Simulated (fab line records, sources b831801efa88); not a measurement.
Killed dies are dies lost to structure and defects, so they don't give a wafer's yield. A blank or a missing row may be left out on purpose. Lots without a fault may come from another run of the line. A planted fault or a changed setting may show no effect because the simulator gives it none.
A struck lot beside a sound one | flow sky130 | 17 steps out of a route of 708
Sound: wafers L531.1, L531.5, L531.6. Struck: wafers L534.1, L534.3, L534.5. The cause comes at the end.
At each step with rows: each side's tool, then ch and its chambers, then its first start. Under that, the readings that differ: sound wafers | struck wafers | difference of the means | sigmas: that difference in standard deviations of wafers without a fault.
alike: readings whose means differ by less than 2 such deviations, and words and numbers that are the same on both sides. not compared: withheld readings, readings that some wafer has no value for, bounds like >300 that may hide the same value, and numbers for which the record gives no deviation and whose values overlap.
The two part at a step that has a row with sigmas, a row that says differs or no value, or rows on one side only. Numbers that don't overlap but have no deviation are shown without sigmas and don't part them. A reading that every wafer of one side lacks parts them only if that side has two wafers or more.

first, 1 step without rows for these wafers: SKY_VT_ADJUST_LVTN_IMPLANT_19.
SKY_VT_ADJUST_LVTN_STRIP_20: strips in O2/N2.
  sound on plasma_asher-01 ch 0,1, day 10 01:28; struck on plasma_asher-03 ch 0,1, day 11 08:40
  alike: drypump_motor_current_A, o2_flow_sccm, oes_product_au, strip_time_to_endpoint_s
  not compared: rf_hours_counter_h
SKY_VT_ADJUST_LVTN_TW_MEAS_21:
  sound on film_metro-02, day 10 01:34; struck on film_metro-03, day 11 08:46
  reading             | sound             | struck            | difference | sigmas
  VT_ADJUST_LVTN_2_TW | 188.8 190.2 189.4 | 185.9 185.1 185.1 | -4.1       | -3
then, 7 steps without rows for these wafers: SKY_VT_ADJUST_NCORE_DEHYDRATE_00 (time 60 s); SKY_VT_ADJUST_NCORE_HMDS_01 (prime time 60 s); SKY_VT_ADJUST_NCORE_COAT_02 (resist thk 1140 nm); SKY_VT_ADJUST_NCORE_SOFTBAKE_03 (time 60 s); SKY_VT_ADJUST_NCORE_EXPOSE_04 (exposes mask LVTN COMPLEMENT THIN, target cd 380 nm); SKY_VT_ADJUST_NCORE_PEB_05; SKY_VT_ADJUST_NCORE_DEVELOP_06 (develop time 60 s).
SKY_VT_ADJUST_NCORE_CD_MEAS_07: target cd 380 nm.
  sound on cd_sem-01, day 11 07:23; struck on cd_sem-02, day 12 08:08
  alike: cd_nm
SKY_VT_ADJUST_NCORE_OVL_MEAS_08:
  sound on overlay-01, day 11 07:31; struck on overlay-01, day 12 08:15
  alike: VT_ADJUST_NCORE_OVL
SKY_VT_ADJUST_NCORE_IMPLANT_09:
  sound on implanter-04 ch 0, day 11 07:32; struck on implanter-03 ch 0, day 12 08:36
  alike: beam_on_s
SKY_VT_ADJUST_NCORE_STRIP_10: strips in O2/N2.
  sound on plasma_asher-03 ch 0,1, day 11 07:41; struck on plasma_asher-04 ch 0,1, day 12 08:45
  reading                      | sound             | struck            | difference | sigmas
  strip_time_to_endpoint_s (s) | 14.25 14.24 14.28 | 14.15 14.12 14.17 | -0.11      | -2
  alike: drypump_motor_current_A, o2_flow_sccm, oes_product_au
  not compared: rf_hours_counter_h
SKY_VT_ADJUST_NCORE_TW_MEAS_11:
  sound on film_metro-04, day 11 07:47; struck on film_metro-04, day 12 08:51
  reading            | sound             | struck            | difference | sigmas
  VT_ADJUST_NCORE_TW | 220.3 220.3 219.2 | 269.0 268.4 269.3 | +49.0      | +49
then, 1 step without rows for these wafers: SKY_VT_ADJUST_HVTR_DEHYDRATE_00 (time 60 s).
-- the record jumps here: 39 days lie between the struck wafers' starts before and after (it left off in module VT_ADJUST_HVTR and takes up again in module PAD_OPEN, whose first step shown is number 708 of the route) --
SKY_PAD_OPEN_PROBE_99:
  the record has rows for the struck wafers here (prober-01, day 51 13:01) and none for the sound ones

WHERE THEY PART
First at SKY_VT_ADJUST_LVTN_TW_MEAS_21; last, within this record, at SKY_PAD_OPEN_PROBE_99.

WHY: what the simulator had put in
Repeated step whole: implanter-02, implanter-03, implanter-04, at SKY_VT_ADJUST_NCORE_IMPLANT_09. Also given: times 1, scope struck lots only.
